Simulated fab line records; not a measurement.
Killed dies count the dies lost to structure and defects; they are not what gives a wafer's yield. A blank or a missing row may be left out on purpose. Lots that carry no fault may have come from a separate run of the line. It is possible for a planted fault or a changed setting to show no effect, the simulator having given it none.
Shared-tool check -- flow sky130 -- Lots sampled 12, wafers sampled 36

WHY THIS WAS OPENED
At SKY_LDD_LDN_TW_MEAS_13 the reading LDD_LDN_TW is flagged on 2 of 12 lots. No-fault wafers: 1477, standard deviation 8.5.
Rule: a lot gets a flag if all its wafers with a number sit over 4 standard deviations from that mean, or if no wafer of it has a number. All remaining lots are regarded as sound.

lot,measured,on,"LDD_LDN_TW, wafer by wafer",flag
L330,day 22 13:58,film-metro-01,1476 1474 1476,
L332,day 23 01:56,film-metro-03,1470 1468 1459,
L333,day 23 14:46,film-metro-04,1486 1483 1487,
L334,day 23 22:41,film-metro-03,1465 1461 1486,
L337,day 25 01:04,film-metro-03,1474 1470 1468,
L339,day 26 00:56,film-metro-03,1468 1478 1477,
L340,day 26 12:25,film-metro-03,1481 1479 1479,
L343,day 27 04:50,film-metro-04,1366 1371 1361,FLAGGED
L344,day 27 14:22,film-metro-03,1363 1359 1357,FLAGGED
L353,day 31 04:01,film-metro-01,1480 1463 1473,
L351,day 31 06:31,film-metro-01,1459 1467 1460,
L352,day 31 12:45,film-metro-01,1469 1469 1470,
Average over the flagged lots: 1363; offset from the usual -114, equal to -13 standard deviations.

WHICH TOOL RAN EACH LOT
The record keeps 1 process step preceding the reading, out of 708 steps on the route. Cell contents, in order: the tool; ch with the chambers the sampled wafers went through; the start.
lot,flag,SKY_LDD_LDN_IMPLANT_08
L330,,"implanter-02 ch 0, day 22 13:17"
L332,,"implanter-03 ch 0, day 23 01:14"
L333,,"implanter-02 ch 0, day 23 14:04"
L334,,"implanter-03 ch 0, day 23 21:58"
L337,,"implanter-02 ch 0, day 25 00:22"
L339,,"implanter-01 ch 0, day 26 00:14"
L340,,"implanter-02 ch 0, day 26 11:43"
L343,FLAGGED,"implanter-02 ch 0, day 27 04:08"
L344,FLAGGED,"implanter-02 ch 0, day 27 13:40"
L353,,"implanter-02 ch 0, day 31 03:19"
L351,,"implanter-01 ch 0, day 31 05:49"
L352,,"implanter-03 ch 0, day 31 12:04"
These steps, and what they do:
- SKY_LDD_LDN_IMPLANT_08
- SKY_LDD_LDN_TW_MEAS_13

FLAGGED AGAINST TOTAL, ONE TOOL AT A TIME (gauges that did the reading follow at the end)
step,tool,lots run,flagged,share of the flagged lots,sound lots run after its first flagged lot
SKY_LDD_LDN_IMPLANT_08,implanter-01,2,0,none,-
SKY_LDD_LDN_IMPLANT_08,implanter-02,7,2,all,1 (L353)
SKY_LDD_LDN_IMPLANT_08,implanter-03,3,0,none,-
SKY_LDD_LDN_TW_MEAS_13,film-metro-01,4,0,none,-
SKY_LDD_LDN_TW_MEAS_13,film-metro-03,6,1,some,0
SKY_LDD_LDN_TW_MEAS_13,film-metro-04,2,1,some,0

WHAT THE TABLE ALLOWS
All flagged lots share 1 row of the table, namely implanter-02 at SKY_LDD_LDN_IMPLANT_08.
- implanter-02 at SKY_LDD_LDN_IMPLANT_08: 2 of its 7 lots flagged. Sound lots followed the first flagged one (L353) on it, something a lasting fault affecting the whole tool could not allow. Its own readings (dose-ions-cm2, faraday-current-uA) fall more than 4 standard deviations out on all wafers of the flagged lots.
There is no row in the table that ran each flagged lot and no sound lot after the first.

WHAT WAS PUT IN BY THE SIMULATOR
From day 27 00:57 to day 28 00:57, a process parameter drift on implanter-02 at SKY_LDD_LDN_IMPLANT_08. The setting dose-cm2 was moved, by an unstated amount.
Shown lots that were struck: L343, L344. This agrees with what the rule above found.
